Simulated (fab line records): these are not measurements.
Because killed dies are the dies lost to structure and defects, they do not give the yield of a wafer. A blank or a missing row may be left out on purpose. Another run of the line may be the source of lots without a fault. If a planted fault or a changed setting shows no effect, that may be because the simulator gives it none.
What tool caused it? | flow sky130 | 13 lots with 39 wafers sampled at 5 steps, on a route of 708 steps

## WHAT THE GAUGES READ, wafer by wafer
Not one reading of a measure or inspect step in the record can be checked against a usual standard deviation.

## EACH LOT AND THE TOOL THAT RAN IT (in order: tool; ch and the chambers of the sampled wafers; start)
lot  | SKY_RES_PROTECT_CLEAN_09        | SKY_VIA4_ETCH_12                   | SKY_METAL5_SPUTTER_00        | SKY_METAL5_DESCUM_14              | SKY_PAD_OPEN_PROBE_99
L613 | wet bench-04 ch 1, day 14 20:22 | rie diel-02 ch 0,3, day 42 20:28   | pvd sputter-01, day 42 22:07 | rie metal-04 ch 0, day 43 22:11   | -
L615 | wet bench-03 ch 0, day 15 18:43 | rie diel-02 ch 0,1,3, day 43 14:40 | pvd sputter-02, day 43 16:02 | rie metal-02 ch 0,1, day 44 14:46 | -
L617 | wet bench-03 ch 2, day 16 18:43 | rie diel-03 ch 0,2,3, day 44 14:20 | pvd sputter-01, day 44 15:40 | rie metal-03 ch 0,1, day 45 13:25 | -
L618 | wet bench-01 ch 3, day 17 07:40 | rie diel-03 ch 0,3, day 44 21:51   | pvd sputter-02, day 44 23:13 | rie metal-02 ch 0,1, day 45 20:56 | -
L620 | wet bench-01 ch 1, day 17 14:22 | rie diel-03 ch 2,3, day 45 01:24   | pvd sputter-01, day 45 02:46 | rie metal-03 ch 0,1, day 46 00:35 | -
L619 | wet bench-04 ch 1, day 17 14:40 | rie diel-01 ch 2,3, day 45 02:26   | pvd sputter-02, day 45 03:55 | rie metal-02 ch 0,1, day 46 01:43 | -
L621 | wet bench-04 ch 2, day 18 02:19 | rie diel-01 ch 1,3, day 45 10:51   | pvd sputter-04, day 45 12:13 | rie metal-03 ch 0,1, day 46 09:13 | -
L624 | wet bench-04 ch 1, day 19 07:46 | rie diel-02 ch 1,2,3, day 46 04:42 | pvd sputter-02, day 46 09:44 | rie metal-04 ch 0,1, day 47 02:59 | -
L626 | wet bench-04 ch 1, day 19 22:23 | rie diel-02 ch 1,2,3, day 46 15:29 | pvd sputter-04, day 46 19:56 | rie metal-04 ch 0,1, day 47 15:20 | -
L627 | wet bench-04 ch 1, day 20 04:58 | rie diel-01 ch 0,1,3, day 46 18:13 | pvd sputter-04, day 46 21:26 | rie metal-02 ch 0,1, day 47 17:42 | prober-01, day 49 11:24
L630 | wet bench-04 ch 1, day 21 06:34 | rie diel-01 ch 0,1,3, day 47 12:01 | pvd sputter-01, day 47 13:25 | rie metal-03 ch 0, day 48 08:52   | prober-02, day 50 01:08
L631 | wet bench-01 ch 0, day 21 17:58 | rie diel-01 ch 1,2,3, day 47 19:05 | pvd sputter-02, day 47 20:27 | rie metal-03 ch 0,1, day 48 15:42 | -
L632 | wet bench-03 ch 1, day 22 02:25 | rie diel-03 ch 1,2,3, day 47 21:34 | pvd sputter-02, day 47 22:56 | rie metal-04 ch 0,1, day 48 18:02 | -
- SKY_RES_PROTECT_CLEAN_09: cleans in SC1/SC2, time 150 s.
- SKY_VIA4_ETCH_12: etches SiO2 in C4F8/O2/Ar, stops on TiN, target depth 580 nm.
- SKY_METAL5_SPUTTER_00: material Ti, target thk 15 nm, time 10 s.
- SKY_METAL5_DESCUM_14: chemistry O2, time 11 s.
- SKY_PAD_OPEN_PROBE_99

## WHAT THE TOOLS THEMSELVES READ (means of the sampled wafers that have a number; where no wafer has one, the mark that the record gives instead)
SKY_VIA4_ETCH_12. Usual: oes product au reads 0.927 a.u. (standard deviation 0.0049).
lot  | tool        | oes product au (a.u.) | flag
L613 | rie diel-02 | 0.923                 |
L615 | rie diel-02 | 0.924                 |
L617 | rie diel-03 | 0.932                 |
L618 | rie diel-03 | 0.926                 |
L620 | rie diel-03 | 0.926                 |
L619 | rie diel-01 | 0.924                 |
L621 | rie diel-01 | 0.928                 |
L624 | rie diel-02 | 0.930                 |
L626 | rie diel-02 | 0.925                 |
L627 | rie diel-01 | 0.925                 |
L630 | rie diel-01 | 0.927                 |
L631 | rie diel-01 | 0.929                 |
L632 | rie diel-03 | 0.926                 |

SKY_METAL5_SPUTTER_00. Usual: cathode dc power W 3000.1 W, standard deviation 0.6; throttle valve pct 29.6 %, standard deviation 0.91.
lot  | tool           | cathode dc power W (W) | throttle valve pct (%) | flag
L613 | pvd sputter-01 | 3000.0                 | 30.0                   |
L615 | pvd sputter-02 | 3000.0                 | 29.1                   |
L617 | pvd sputter-01 | 3000.2                 | 29.0                   |
L618 | pvd sputter-02 | 3000.1                 | 29.7                   |
L620 | pvd sputter-01 | 3000.0                 | 28.9                   |
L619 | pvd sputter-02 | 3000.1                 | 29.2                   |
L621 | pvd sputter-04 | 2999.8                 | 30.3                   |
L624 | pvd sputter-02 | 3000.2                 | 29.3                   |
L626 | pvd sputter-04 | 3000.7                 | 30.5                   |
L627 | pvd sputter-04 | 3000.1                 | 31.1                   |
L630 | pvd sputter-01 | 3000.1                 | 29.5                   |
L631 | pvd sputter-02 | 3000.3                 | 29.1                   |
L632 | pvd sputter-02 | 3000.4                 | 29.8                   |

SKY_METAL5_DESCUM_14. Usual: drypump motor current A 6.0 A, standard deviation 0.56; oes product au 1.003 a.u., standard deviation 0.0097.
lot  | tool         | drypump motor current A (A) | oes product au (a.u.) | flag
L613 | rie metal-04 | 5.5                         | 1.004                 |
L615 | rie metal-02 | 6.2                         | 1.003                 |
L617 | rie metal-03 | 5.3                         | 1.016                 |
L618 | rie metal-02 | 6.1                         | 0.997                 |
L620 | rie metal-03 | 5.3                         | 1.010                 |
L619 | rie metal-02 | 6.3                         | 0.993                 |
L621 | rie metal-03 | 5.3                         | 1.005                 |
L624 | rie metal-04 | 5.9                         | 0.999                 |
L626 | rie metal-04 | 5.9                         | 1.006                 |
L627 | rie metal-02 | 6.2                         | 0.995                 |
L630 | rie metal-03 | 5.0                         | 1.002                 |
L631 | rie metal-03 | 5.5                         | 1.004                 |
L632 | rie metal-04 | 5.9                         | 0.996                 |

SKY_PAD_OPEN_PROBE_99. Usual: killed_at_M0_to_M3 43, standard deviation 7.9; killed_at_M4_up 2.9, standard deviation 1.8; killed at contacts 24, standard deviation 5.5; killed at front end 15, standard deviation 4.2; killed at other 0.2, standard deviation 0.46; killed dies 86, standard deviation 11; killed open 47, standard deviation 8.1; killed short 39, standard deviation 6.4.
lot  | tool      | killed_at_M0_to_M3 | killed_at_M4_up | killed at contacts | killed at front end | killed at other | killed dies | killed open | killed short | flag
L627 | prober-01 | 48                 | 2.3             | 18                 | 18                  | 47.7            | 134         | 51          | 36           | OFF
L630 | prober-02 | 39                 | 3.0             | 23                 | 16                  | 47.0            | 127         | 43          | 37           | OFF

## THE ANSWER, worked out from the rows above alone
Rule: a lot is off if the mean of its wafers that have a number lies more than 3 standard deviations from the usual mean. A lot without any number at a reading at which 4 lots or more have one is off too. Where the step has rows for the other lots, those lots are counted as sound. First the gauges in route order, then the tools' own readings, where a lot's mean is used as printed above. The first step at which some lot is off is used, and at that step the reading that is off furthest; a lot without a number counts as furthest.
Off: L627, L630 (SKY_PAD_OPEN_PROBE_99, killed at other). Neither off nor sound, because the step has no rows for them: L613, L615, L617, L618, L620, L619, L621, L624, L626, L631, L632.
If a tool, at that step or one of the process steps before it, ran each lot that is off and ran no sound lot following the first of them, it fits. This does not decide it: 2 tools fit, namely wet bench-04 at SKY_RES_PROTECT_CLEAN_09 and rie diel-01 at SKY_VIA4_ETCH_12.

## WHAT THE SIMULATOR HAD PUT IN
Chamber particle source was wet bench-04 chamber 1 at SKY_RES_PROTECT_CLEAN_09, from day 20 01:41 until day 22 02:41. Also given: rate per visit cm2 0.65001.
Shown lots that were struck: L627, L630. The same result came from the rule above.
